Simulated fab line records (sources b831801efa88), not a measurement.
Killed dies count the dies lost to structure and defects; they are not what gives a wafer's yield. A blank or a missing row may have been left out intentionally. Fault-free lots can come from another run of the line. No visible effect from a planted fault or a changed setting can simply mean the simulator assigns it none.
fab line records	flow sky130
record: lots: 24	wafers: 72	last-day: 50
route steps=708 shown FIELD_ISO@16 LOCAL_INTERCONNECT@388 VIA2@531 METAL3@568 VIA4@659 METAL5@662
lots that met no fault: taken from a fault-free run of the same line
start-h: hours from the record's first day to the start of the lot's first wafer shown	wait-h: how many hours have passed since the lot's step before this one	" same as the row above	L1.1+2: a single row standing in for several wafers	- no value, or no start was given	* or withheld: withheld	< > ~ a bound
route shown NAME@n: names a module that has steps shown in the file, with the first one's number in the route	usual: mean/standard deviation taken from wafers without a fault	same: alike in all rows	chamber/n: place in a boat	sites: the reading at each site	_std_site: the values' standard deviation	_edge_site: inner sites' mean taken away from outer sites' mean	radius-mm: how far each site lies from the wafer's centre	mask NAME#n: copy n	behind: the most recent tool/chamber to have shaped the wafer	hold: reason for holding the lot/hours on hold/outcome of the hold	device: whichever transistor did not switch (one of n, p or np)	end of line: the route-end tests of the same wafers	where a step has no rows: the recipe by itself	killed: at the first sort, the dies lost to defects and structure; wafer yield is something else	map: the dies of a wafer, with x for killed, . for not killed, _ for no die there
set.NAME: the setting that was run; set.NAME@STEP: the one run at that earlier step	model.NAME: the simulator's own value behind a step, which no gauge read
one table for each step of the route and one row for each wafer, over a sample of lots
services: a tool's chamber out of use, with start hour (start-h, from the record's first day; less than 0 if before it), hours out, and reason
== steps ==
step: SKY_FIELD_ISO_ETCH_15
recipe: chemistry: CHF3/O2	target-depth-nm: 180	stop-on: Si	source-w: 600	bias-w: 200	pressure-mtorr: 40	chf3-flow-sccm: 50	O2_flow_sccm: 5	time-s: 72
usual: drypump-motor-current-A: 5.6/0.46	oes-product-au: 0.946/0.0073	throttle-valve-pct: 8.845/0.0099
lot.wafer	tool	chamber	start-h	wait-h	drypump-motor-current-A	oes-product-au	rf-hours-counter-h	throttle-valve-pct
L074.2	rie-diel-04	2	29.43	0.0	5.6	0.943	123	8.852
L074.3	"	0	"	"	5.3	0.952	96	8.834
L074.6	"	1	"	"	6.1	0.955	-	8.841
L075.1	rie-diel-03	0	35.31	0.0	5.7	0.935	22	8.826
L075.3	"	1	"	"	6.7	0.945	2	8.865
L075.6	"	3	"	"	5.3	0.954	-	8.849
L076.1	rie-diel-04	1	39.96	0.0	6.1	0.958	96	8.863
L076.2	"	2	"	"	5.6	0.940	123	8.864
L076.4	"	3	"	"	5.5	0.955	63	8.848
L077.2	rie-diel-04	1	46.16	0.0	6.1	0.951	96	8.853
L077.3	"	0	"	"	5.3	0.954	96	8.847
L077.6	"	0	"	"	5.3	0.960	-	8.844
L078.2	rie-diel-03	3	52.81	0.0	5.3	0.960	2	8.844
L078.3	"	1	"	"	6.6	0.949	2	8.866
L078.6	"	2	"	"	6.1	0.949	-	8.848
L079.1	rie-diel-03	0	56.23	0.0	5.7	0.944	22	8.849
L079.3	"	1	"	"	6.6	0.939	2	8.845
L079.4	"	2	"	"	6.1	0.943	144	8.852
L080.1	rie-diel-02	1	60.73	0.0	6.1	0.948	3	8.855
L080.4	"	2	"	"	5.1	0.949	82	8.848
L080.5	"	3	"	"	5.3	0.948	-	8.855
L081.1	rie-diel-02	3	66.78	0.0	5.3	0.941	24	8.823
L081.2	"	2	"	"	5.1	0.943	82	8.845
L081.3	"	0	"	"	5.1	0.953	56	8.828
L082.1	rie-diel-02	2	71.48	0.0	5.1	0.938	82	8.850
L082.2	"	0	"	"	5.1	0.945	56	8.833
L082.3	"	3	"	"	5.3	0.942	24	8.849
L083.1	rie-diel-04	2	76.11	0.0	5.6	0.939	123	8.849
L083.3	"	3	"	"	5.6	0.935	63	8.843
L083.6	"	3	"	"	5.5	0.950	-	8.846
L084.2	rie-diel-04	1	81.13	0.0	6.1	0.950	97	8.847
L084.4	"	3	"	"	5.5	0.950	63	8.847
L084.6	"	1	"	"	6.1	0.952	-	8.859
L085.3	rie-diel-02	1	89.23	0.0	6.1	0.948	3	8.838
L085.4	"	3	"	"	5.3	0.947	24	8.824
L085.6	"	3	"	"	5.3	0.945	-	8.844
L086.1	rie-diel-02	3	91.83	0.0	5.3	0.934	24	8.850
L086.3	"	2	"	"	5.1	0.936	82	8.864
L086.6	"	2	"	"	5.1	0.939	-	8.840
L087.2	rie-diel-03	3	101.03	0.0	5.2	0.946	3	8.860
L087.4	"	2	"	"	6.1	0.943	-	8.835
L087.5	"	3	"	"	5.3	0.958	-	8.842
L088.1	rie-diel-03	3	105.83	0.0	5.2	0.937	3	8.838
L088.3	"	0	"	"	5.7	0.933	23	8.824
L088.6	"	3	"	"	5.2	0.949	-	8.856
L089.1	rie-diel-02	0	114.51	0.0	5.1	0.952	57	8.859
L089.2	"	2	"	"	5.1	0.950	83	8.841
L089.3	"	1	"	"	6.1	0.947	4	8.839
L090.2	rie-diel-03	1	114.98	0.0	6.6	0.930	3	8.840
L090.4	"	0	"	"	5.7	0.937	23	8.846
L090.6	"	2	"	"	6.1	0.937	-	8.856
L091.1	rie-diel-02	2	121.73	0.0	5.1	0.954	83	8.842
L091.3	"	3	"	"	5.3	0.954	25	8.840
L091.5	"	2	"	"	5.1	0.954	-	8.855
L092.1	rie-diel-02	1	124.83	0.0	6.1	0.943	4	8.846
L092.2	"	3	"	"	5.3	0.948	25	8.857
L092.6	"	1	"	"	6.1	0.948	-	8.847
L093.4	rie-diel-03	2	131.26	0.0	6.1	0.930	145	8.838
L093.5	"	1	"	"	6.6	0.940	-	8.832
L093.6	"	2	"	"	6.1	0.944	-	8.849
L094.3	rie-diel-02	2	134.46	0.0	5.1	0.942	83	8.845
L094.4	"	1	"	"	6.1	0.936	4	8.844
L094.5	"	3	"	"	5.3	0.942	-	8.847
L095.1	rie-diel-02	1	137.53	0.0	6.1	0.945	4	8.833
L095.3	"	2	"	"	5.1	0.948	83	8.833
L095.6	"	2	"	"	5.1	0.954	-	8.869
L096.4	rie-diel-04	3	143.51	0.0	5.5	0.934	65	8.842
L096.5	"	0	"	"	5.3	0.944	-	8.856
L096.6	"	1	"	"	6.1	0.935	-	8.823
L097.1	rie-diel-02	1	151.33	0.0	6.1	0.948	4	8.843
L097.4	"	3	"	"	5.3	0.942	26	8.840
L097.5	"	3	"	"	5.3	0.948	-	8.852
step: SKY_LOCAL_INTERCONNECT_RS_MEAS_01
recipe: thk-meas-gauge: four-point-probe	reads: TiN_of_LOCAL_INTERCONNECT_SPUTTER_00
usual: LOCAL_INTERCONNECT_TIN_RS: 14.15/0.19
lot.wafer	tool	chamber	start-h	wait-h	LOCAL_INTERCONNECT_TIN_RS[ohm/sq]
L074.2	film-metro-03	-	685.00	0.1	14.26
L074.3	"	-	"	"	13.98
L074.6	"	-	"	"	14.22
L075.1	film-metro-01	-	696.83	0.0	14.24
L075.3	"	-	"	"	13.81
L075.6	"	-	"	"	14.29
L076.1	film-metro-01	-	703.80	0.0	14.39
L076.2	"	-	"	"	14.06
L076.4	"	-	"	"	14.23
L077.2	film-metro-04	-	721.74	0.1	14.42
L077.3	"	-	"	"	14.32
L077.6	"	-	"	"	14.01
L078.2	film-metro-04	-	722.09	0.1	13.75
L078.3	"	-	"	"	13.89
L078.6	"	-	"	"	13.96
L079.1	film-metro-03	-	733.82	0.0	13.75
L079.3	"	-	"	"	14.04
L079.4	"	-	"	"	13.82
L080.1	film-metro-01	-	746.91	0.0	13.96
L080.4	"	-	"	"	14.04
L080.5	"	-	"	"	13.95
L081.1	film-metro-01	-	753.01	0.1	14.07
L081.2	"	-	"	"	14.29
L081.3	"	-	"	"	14.37
L082.1	film-metro-01	-	774.45	0.0	14.30
L082.2	"	-	"	"	14.27
L082.3	"	-	"	"	14.06
L083.1	film-metro-03	-	779.33	0.0	14.27
L083.3	"	-	"	"	14.15
L083.6	"	-	"	"	14.22
L084.2	film-metro-01	-	783.44	0.1	14.12
L084.4	"	-	"	"	14.31
L084.6	"	-	"	"	14.09
L086.1	film-metro-04	-	787.62	0.0	14.35
L086.3	"	-	"	"	14.32
L086.6	"	-	"	"	14.45
L085.3	film-metro-03	-	789.41	0.1	14.11
L085.4	"	-	"	"	14.27
L085.6	"	-	"	"	14.35
L087.2	film-metro-01	-	800.11	0.1	14.04
L087.4	"	-	"	"	14.18
L087.5	"	-	"	"	14.23
L088.1	film-metro-01	-	802.89	0.0	14.41
L088.3	"	-	"	"	14.05
L088.6	"	-	"	"	14.08
L089.1	film-metro-04	-	813.48	0.0	14.16
L089.2	"	-	"	"	14.13
L089.3	"	-	"	"	13.99
L090.2	film-metro-01	-	815.27	0.1	14.42
L090.4	"	-	"	"	14.61
L090.6	"	-	"	"	14.35
L091.1	film-metro-03	-	824.21	0.0	14.23
L091.3	"	-	"	"	13.96
L091.5	"	-	"	"	14.09
L092.1	film-metro-01	-	829.90	0.0	14.32
L092.2	"	-	"	"	14.46
L092.6	"	-	"	"	14.14
L093.4	film-metro-03	-	836.08	0.1	14.22
L093.5	"	-	"	"	14.14
L093.6	"	-	"	"	13.83
L095.1	film-metro-04	-	855.65	0.0	13.97
L095.3	"	-	"	"	14.38
L095.6	"	-	"	"	14.32
L094.3	film-metro-04	-	859.59	0.1	14.01
L094.4	"	-	"	"	14.01
L094.5	"	-	"	"	14.02
L096.4	film-metro-04	-	864.17	0.1	14.09
L096.5	"	-	"	"	13.97
L096.6	"	-	"	"	13.95
L097.1	film-metro-04	-	864.41	0.0	14.10
L097.4	"	-	"	"	14.32
L097.5	"	-	"	"	14.45
step: SKY_VIA2_CMP_24
recipe: stop-on: SiO2	t-overpolish-s: 20	down-force-psi: 3.5	platen-rpm: 60	target-thk-nm: 0	pad-velocity-m-s: 0.94248
usual: motor-current-A: 10.9/0.86	overpolish-run-s: 20.001/0.0088	slurry-flow-ml-min: 150.0/0.44	time-to-endpoint-s: 101/3.6
same: t-overpolish-s: 20
lot.wafer	tool	chamber	start-h	wait-h	motor-current-A	overpolish-run-s	slurry-flow-ml-min	time-to-endpoint-s
L074.2	cmp-02	1	857.47	0.0	11.2	19.993	150.3	103
L074.3	"	0	"	"	10.1	20.006	150.5	96
L074.6	"	1	"	"	11.5	19.999	150.2	103
L075.1	cmp-01	3	868.15	0.1	10.6	20.007	149.4	99
L075.3	"	0	"	"	13.0	20.015	149.5	105
L075.6	"	2	"	"	11.8	19.994	150.4	95
L076.2	cmp-02	2	875.15	0.1	10.3	20.000	150.1	96
L076.1	"	3	"	"	11.1	19.998	150.0	99
L076.4	"	0	"	"	10.1	19.989	150.6	99
L077.3	cmp-02	0	892.58	0.0	9.6	20.007	149.8	108
L077.2	"	2	"	"	10.0	20.003	150.2	101
L077.6	"	1	"	"	11.3	19.990	149.5	106
L078.2	cmp-01	0	893.00	0.0	12.1	20.002	149.8	102
L078.3	"	1	"	"	10.5	19.997	149.6	103
L078.6	"	1	"	"	10.4	19.996	149.5	103
L079.4	cmp-02	3	903.59	0.0	11.1	19.995	149.9	98
L079.1	"	0	"	"	10.3	19.992	150.4	99
L079.3	"	2	"	"	10.4	19.998	150.4	95
L080.1	cmp-02	1	916.02	0.1	11.2	20.004	150.4	106
L080.4	"	2	"	"	10.4	20.012	149.6	97
L080.5	"	2	"	"	10.1	19.990	149.7	97
L081.2	cmp-02	2	921.31	0.0	10.4	19.998	149.9	100
L081.1	"	0	"	"	9.5	20.017	149.5	103
L081.3	"	1	"	"	11.1	19.998	149.8	106
L082.3	cmp-02	3	940.87	0.0	10.9	19.983	149.4	100
L082.2	"	0	"	"	9.9	19.989	150.0	101
L082.1	"	1	"	"	10.9	20.005	150.5	107
L083.3	cmp-02	0	946.64	0.0	9.3	20.007	150.4	99
L083.1	"	2	"	"	10.7	19.991	150.1	95
L083.6	"	0	"	"	9.6	20.010	150.2	100
L084.2	cmp-02	3	948.98	0.0	10.7	20.013	149.6	104
L084.4	"	2	"	"	10.7	19.998	149.8	101
L084.6	"	0	"	"	10.3	19.999	150.3	107
L085.4	cmp-01	1	952.40	0.1	10.5	19.998	150.4	102
L085.3	"	2	"	"	12.1	20.005	149.9	104
L085.6	"	0	"	"	12.6	19.995	149.1	108
L086.3	cmp-02	0	952.48	0.0	10.0	19.998	150.0	101
L086.1	"	1	"	"	11.8	20.003	150.3	102
L086.6	"	0	"	"	9.9	20.002	149.4	100
L087.4	cmp-02	2	963.77	0.0	10.9	20.003	150.3	95
L087.2	"	3	"	"	10.6	20.002	150.5	97
L087.5	"	2	"	"	10.4	20.002	150.2	98
L088.1	cmp-01	2	966.71	0.1	12.1	20.012	149.9	101
L088.3	"	3	"	"	10.4	20.005	150.0	107
L088.6	"	1	"	"	10.3	20.008	150.4	106
L089.3	cmp-01	0	975.98	0.0	12.5	20.002	150.8	105
L089.1	"	1	"	"	10.2	20.009	150.1	101
L089.2	"	3	"	"	9.9	19.996	150.5	99
L090.4	cmp-02	1	976.27	0.0	11.5	20.005	150.0	104
L090.2	"	2	"	"	10.7	19.997	150.3	98
L090.6	"	2	"	"	11.0	19.999	150.2	96
L091.3	cmp-01	2	985.78	0.0	12.6	19.984	149.6	96
L091.1	"	1	"	"	10.2	19.995	150.3	98
L091.5	"	3	"	"	11.2	19.999	150.0	99
L092.1	cmp-01	2	990.64	0.1	12.3	20.006	150.4	99
L092.2	"	1	"	"	10.5	20.007	149.5	100
L092.6	"	2	"	"	12.1	19.993	150.7	96
L093.4	cmp-02	2	996.59	0.1	10.1	20.000	148.9	103
L093.5	"	1	"	"	11.3	19.987	149.9	106
L093.6	"	2	"	"	10.0	20.010	149.0	103
L095.1	cmp-02	0	1013.68	0.1	9.8	20.003	149.7	98
L095.3	"	1	"	"	11.3	19.993	150.3	103
L095.6	"	0	"	"	10.0	19.998	149.9	98
L094.4	cmp-02	0	1019.04	0.0	10.3	20.002	149.9	99
L094.3	"	3	"	"	11.1	20.003	150.1	105
L094.5	"	0	"	"	9.6	20.010	149.6	101
L096.4	cmp-02	3	1021.54	0.1	10.2	20.009	150.1	104
L096.5	"	1	"	"	11.6	20.016	149.6	102
L096.6	"	2	"	"	10.9	19.998	150.4	100
L097.1	cmp-02	1	1022.21	0.1	11.2	20.015	150.0	105
L097.4	"	3	"	"	11.1	20.011	150.4	105
L097.5	"	1	"	"	11.6	20.005	149.6	107
step: SKY_METAL3_METAL_ETCH_18
recipe: target-depth-a: 8450	stop-on: SiO2	over-etch-frac: 0.3	time-s: 183.1	chemistry: Cl2/BCl3	resist-sidewall-deg: 88	pressure-mtorr: 10	icp-w: 900	bias-w: 48.5	Cl2_flow_sccm: 60	bcl3-flow-sccm: 30
usual: drypump-motor-current-A: 6.0/0.31	oes-product-au: 0.868/0.0071	throttle-valve-pct: 22.265/0.0096
lot.wafer	tool	chamber	start-h	wait-h	drypump-motor-current-A	oes-product-au	rf-hours-counter-h	throttle-valve-pct
L074.2	rie-metal-02	0	911.04	0.1	6.1	0.863	-	22.268
L074.3	"	0	"	"	6.1	0.853	-	22.266
L074.6	"	0	"	"	6.1	0.875	-	22.245
L075.1	rie-metal-04	0	921.38	0.0	5.6	0.867	9	22.267
L075.3	"	1	"	"	6.5	0.866	-	22.274
L075.6	"	0	"	"	5.6	0.876	-	22.269
L076.1	rie-metal-03	1	928.59	0.0	5.7	0.868	18	22.280
L076.2	"	0	"	"	6.0	0.871	1	22.262
L076.4	"	0	"	"	6.0	0.863	-	22.258
L077.2	rie-metal-03	1	944.57	0.0	5.7	0.864	19	22.275
L077.3	"	1	"	"	5.7	0.867	-	22.251
L077.6	"	0	"	"	6.0	0.864	-	22.266
L078.2	rie-metal-03	0	945.83	0.0	6.0	0.865	2	22.274
L078.3	"	0	"	"	6.0	0.864	-	22.251
L078.6	"	1	"	"	5.7	0.872	-	22.254
L079.1	rie-metal-04	1	955.96	0.0	6.5	0.866	3	22.259
L079.3	"	1	"	"	6.6	0.870	-	22.253
L079.4	"	1	"	"	6.5	0.863	-	22.262
L080.1	rie-metal-03	0	966.68	0.0	6.0	0.875	3	22.242
L080.4	"	0	"	"	6.0	0.860	-	22.268
L080.5	"	0	"	"	6.0	0.878	-	22.267
L081.1	rie-metal-04	0	971.88	0.0	5.6	0.871	10	22.269
L081.2	"	1	"	"	6.6	0.869	5	22.259
L081.3	"	1	"	"	6.6	0.864	-	22.265
L082.1	rie-metal-02	1	990.73	0.0	5.7	0.879	3	22.276
L082.2	"	0	"	"	6.1	0.861	10	22.265
L082.3	"	1	"	"	5.7	0.879	-	22.268
L083.1	rie-metal-03	1	996.46	0.0	5.7	0.862	0	22.257
L083.3	"	0	"	"	6.0	0.838	-	22.248
L083.6	"	0	"	"	6.0	0.869	-	22.261
L084.2	rie-metal-03	1	997.51	0.0	5.7	0.860	1	22.269
L084.4	"	0	"	"	6.0	0.855	-	22.276
L084.6	"	1	"	"	5.7	0.870	-	22.255
L085.3	rie-metal-04	1	1002.06	0.1	6.6	0.869	-	22.251
L085.4	"	0	"	"	5.6	0.867	-	22.275
L085.6	"	0	"	"	5.6	0.878	-	22.270
L086.1	rie-metal-03	1	1002.53	0.0	5.7	0.870	1	22.270
L086.3	"	0	"	"	6.0	0.863	-	22.257
L086.6	"	0	"	"	6.0	0.867	-	22.273
L087.2	rie-metal-02	0	1012.66	0.0	6.0	0.866	12	22.269
L087.4	"	0	"	"	6.1	0.865	-	22.263
L087.5	"	1	"	"	5.7	0.866	-	22.273
L088.1	rie-metal-02	0	1015.65	0.0	6.0	0.864	12	22.265
L088.3	"	1	"	"	5.7	0.863	-	22.273
L088.6	"	1	"	"	5.7	0.868	-	22.266
L089.1	rie-metal-04	1	1024.40	0.0	6.6	0.872	6	22.250
L089.2	"	0	"	"	5.6	0.866	11	22.248
L089.3	"	1	"	"	6.6	0.864	-	22.250
L090.2	rie-metal-03	1	1024.88	0.0	5.7	0.872	2	22.280
L090.4	"	0	"	"	6.0	0.873	-	22.276
L090.6	"	0	"	"	6.0	0.862	-	22.249
L091.1	rie-metal-02	1	1034.96	0.0	5.7	0.860	6	22.265
L091.3	"	1	"	"	5.7	0.858	-	22.267
L091.5	"	0	"	"	6.1	0.872	-	22.278
L092.1	rie-metal-03	0	1036.68	0.0	6.0	0.870	9	22.260
L092.2	"	1	"	"	5.7	0.860	3	22.250
L092.6	"	1	"	"	5.7	0.868	-	22.260
L093.4	rie-metal-04	1	1044.14	0.1	6.5	0.868	-	22.261
L093.5	"	0	"	"	5.6	0.858	-	22.273
L093.6	"	1	"	"	6.6	0.875	-	22.261
L095.1	rie-metal-03	1	1059.50	0.0	5.7	0.874	5	22.261
L095.3	"	1	"	"	5.7	0.861	-	22.264
L095.6	"	1	"	"	5.7	0.853	-	22.275
L094.3	rie-metal-04	1	1064.77	0.1	6.6	0.870	-	22.264
L094.4	"	0	"	"	5.6	0.875	-	22.262
L094.5	"	1	"	"	6.5	0.876	-	22.270
L096.4	rie-metal-03	0	1066.84	0.1	6.0	0.874	-	22.274
L096.5	"	1	"	"	5.7	0.873	-	22.266
L096.6	"	0	"	"	6.0	0.864	-	22.251
L097.1	rie-metal-03	1	1068.15	0.0	5.7	0.877	5	22.276
L097.4	"	0	"	"	6.0	0.871	-	22.260
L097.5	"	0	"	"	6.0	0.871	-	22.278
step: SKY_VIA4_THK_MEAS_20
recipe: thk-meas-gauge: xrf	reads: W_of_VIA4_CVD_18
usual: VIA4_W_THK: 492/7.1
lot.wafer	tool	chamber	start-h	wait-h	VIA4_W_THK[nm]
L074.2	film-metro-01	-	1016.66	0.1	490
L074.3	"	-	"	"	500
L074.6	"	-	"	"	496
L075.1	film-metro-04	-	1024.18	0.1	501
L075.3	"	-	"	"	491
L075.6	"	-	"	"	495
L076.1	film-metro-02	-	1031.26	0.1	486
L076.2	"	-	"	"	488
L076.4	"	-	"	"	492
L077.2	film-metro-02	-	1045.12	0.1	507
L077.3	"	-	"	"	508
L077.6	"	-	"	"	505
L078.2	film-metro-04	-	1046.65	0.1	493
L078.3	"	-	"	"	490
L078.6	"	-	"	"	495
L079.1	film-metro-04	-	1056.11	0.1	488
L079.3	"	-	"	"	482
L079.4	"	-	"	"	477
L080.1	film-metro-04	-	1063.39	0.1	481
L080.4	"	-	"	"	486
L080.5	"	-	"	"	482
L081.1	film-metro-02	-	1069.83	0.1	492
L081.2	"	-	"	"	495
L081.3	"	-	"	"	488
L082.1	film-metro-01	-	1086.91	0.1	504
L082.2	"	-	"	"	489
L082.3	"	-	"	"	491
L083.1	film-metro-04	-	1093.02	0.1	486
L083.3	"	-	"	"	493
L083.6	"	-	"	"	493
L084.2	film-metro-02	-	1093.13	0.1	493
L084.4	"	-	"	"	491
L084.6	"	-	"	"	482
L085.3	film-metro-01	-	1097.77	0.1	492
L085.4	"	-	"	"	493
L085.6	"	-	"	"	493
L086.1	film-metro-04	-	1099.34	0.1	487
L086.3	"	-	"	"	485
L086.6	"	-	"	"	488
L087.2	film-metro-04	-	1105.95	0.1	483
L087.4	"	-	"	"	486
L087.5	"	-	"	"	488
L088.1	film-metro-02	-	1107.93	0.1	481
L088.3	"	-	"	"	484
L088.6	"	-	"	"	488
L089.1	film-metro-01	-	1118.29	0.1	485
L089.2	"	-	"	"	482
L089.3	"	-	"	"	485
L090.2	film-metro-04	-	1119.59	0.1	484
L090.4	"	-	"	"	493
L090.6	"	-	"	"	490
L091.1	film-metro-02	-	1125.59	0.1	496
L091.3	"	-	"	"	490
L091.5	"	-	"	"	490
L092.1	film-metro-04	-	1128.04	0.1	494
L092.2	"	-	"	"	492
L092.6	"	-	"	"	510
L093.4	film-metro-01	-	1135.21	0.1	500
L093.5	"	-	"	"	492
L093.6	"	-	"	"	500
L095.1	film-metro-04	-	1148.43	0.1	495
L095.3	"	-	"	"	496
L095.6	"	-	"	"	492
L094.3	film-metro-02	-	1152.47	0.1	504
L094.4	"	-	"	"	505
L094.5	"	-	"	"	510
L096.4	film-metro-02	-	1153.60	0.1	498
L096.5	"	-	"	"	505
L096.6	"	-	"	"	501
L097.1	film-metro-04	-	1154.68	0.1	495
L097.4	"	-	"	"	499
L097.5	"	-	"	"	503
step: SKY_METAL5_SPUTTER_01
recipe: material: TiN	target-thk-nm: 20	power-w: 6500	time-s: 16.7	chamber-pressure-pa: 0.4
usual: throttle-valve-pct: 29.9/0.84
lot.wafer	tool	chamber	start-h	wait-h	throttle-valve-pct
L074.2	pvd-sputter-01	-	1017.31	0.0	30.5
L074.3	"	-	"	"	29.2
L074.6	"	-	"	"	30.2
L075.1	pvd-sputter-04	-	1024.56	0.0	29.4
L075.3	"	-	"	"	29.8
L075.6	"	-	"	"	30.1
L076.1	pvd-sputter-02	-	1031.65	0.0	31.4
L076.2	"	-	"	"	28.4
L076.4	"	-	"	"	30.7
L077.2	pvd-sputter-02	-	1045.49	0.0	31.3
L077.3	"	-	"	"	28.3
L077.6	"	-	"	"	28.2
L078.2	pvd-sputter-04	-	1047.02	0.0	28.8
L078.3	"	-	"	"	30.7
L078.6	"	-	"	"	28.9
L079.1	pvd-sputter-01	-	1056.67	0.0	29.6
L079.3	"	-	"	"	30.2
L079.4	"	-	"	"	30.3
L080.1	pvd-sputter-02	-	1063.77	0.0	28.3
L080.4	"	-	"	"	29.6
L080.5	"	-	"	"	30.1
L081.1	pvd-sputter-04	-	1070.21	0.0	30.9
L081.2	"	-	"	"	29.4
L081.3	"	-	"	"	29.9
L082.1	pvd-sputter-02	-	1087.62	0.0	30.9
L082.2	"	-	"	"	31.3
L082.3	"	-	"	"	28.2
L083.1	pvd-sputter-01	-	1093.40	0.0	30.3
L083.3	"	-	"	"	30.5
L083.6	"	-	"	"	30.9
L084.2	pvd-sputter-04	-	1093.62	0.0	30.6
L084.4	"	-	"	"	29.3
L084.6	"	-	"	"	29.2
L085.3	pvd-sputter-02	-	1098.13	0.0	30.9
L085.4	"	-	"	"	30.6
L085.6	"	-	"	"	31.3
L086.1	pvd-sputter-04	-	1099.72	0.0	29.4
L086.3	"	-	"	"	29.7
L086.6	"	-	"	"	29.4
L087.2	pvd-sputter-01	-	1106.33	0.0	30.6
L087.4	"	-	"	"	29.0
L087.5	"	-	"	"	29.3
L088.1	pvd-sputter-01	-	1108.31	0.0	29.6
L088.3	"	-	"	"	29.3
L088.6	"	-	"	"	29.2
L089.1	pvd-sputter-04	-	1118.67	0.0	28.8
L089.2	"	-	"	"	30.0
L089.3	"	-	"	"	29.5
L090.2	pvd-sputter-01	-	1119.96	0.0	30.5
L090.4	"	-	"	"	30.3
L090.6	"	-	"	"	29.2
L091.1	pvd-sputter-02	-	1126.22	0.0	28.4
L091.3	"	-	"	"	31.4
L091.5	"	-	"	"	31.1
L092.1	pvd-sputter-01	-	1128.95	0.0	30.7
L092.2	"	-	"	"	29.6
L092.6	"	-	"	"	30.8
L093.4	pvd-sputter-02	-	1135.56	0.0	28.4
L093.5	"	-	"	"	29.8
L093.6	"	-	"	"	30.5
L095.1	pvd-sputter-01	-	1148.81	0.0	30.5
L095.3	"	-	"	"	29.6
L095.6	"	-	"	"	29.6
L094.3	pvd-sputter-01	-	1152.83	0.0	29.8
L094.4	"	-	"	"	30.6
L094.5	"	-	"	"	29.0
L096.4	pvd-sputter-01	-	1153.96	0.0	29.9
L096.5	"	-	"	"	30.5
L096.6	"	-	"	"	29.0
L097.1	pvd-sputter-02	-	1155.06	0.0	30.8
L097.4	"	-	"	"	28.4
L097.5	"	-	"	"	30.6
== services ==
tool	chamber	start-h	hours	kind
cmp-02	-	9.11	3.5	pm
cmp-02	-	64.00	4.0	pm
cmp-02	-	135.52	3.7	repair
cmp-02	-	244.74	6.7	pm
cmp-02	-	289.32	1.6	repair
cmp-02	-	314.90	1.5	repair
cmp-02	-	317.68	1.9	repair
cmp-02	-	357.64	1.2	repair
cmp-02	-	378.04	5.2	pm
cmp-02	-	402.37	1.7	repair
cmp-02	-	404.08	4.0	pm
cmp-02	-	438.79	3.1	repair
cmp-02	-	495.75	2.5	repair
cmp-02	-	506.69	2.9	repair
cmp-02	-	527.54	1.2	repair
cmp-02	-	555.13	1.7	repair
cmp-02	-	566.61	12.5	pm
cmp-02	-	582.37	0.8	repair
cmp-02	-	586.25	1.5	repair
cmp-02	-	715.18	0.3	repair
cmp-02	-	744.08	4.0	pm
cmp-02	-	748.08	4.9	pm
cmp-02	-	814.68	1.3	repair
cmp-02	-	882.49	1.5	repair
== key ==
fault none
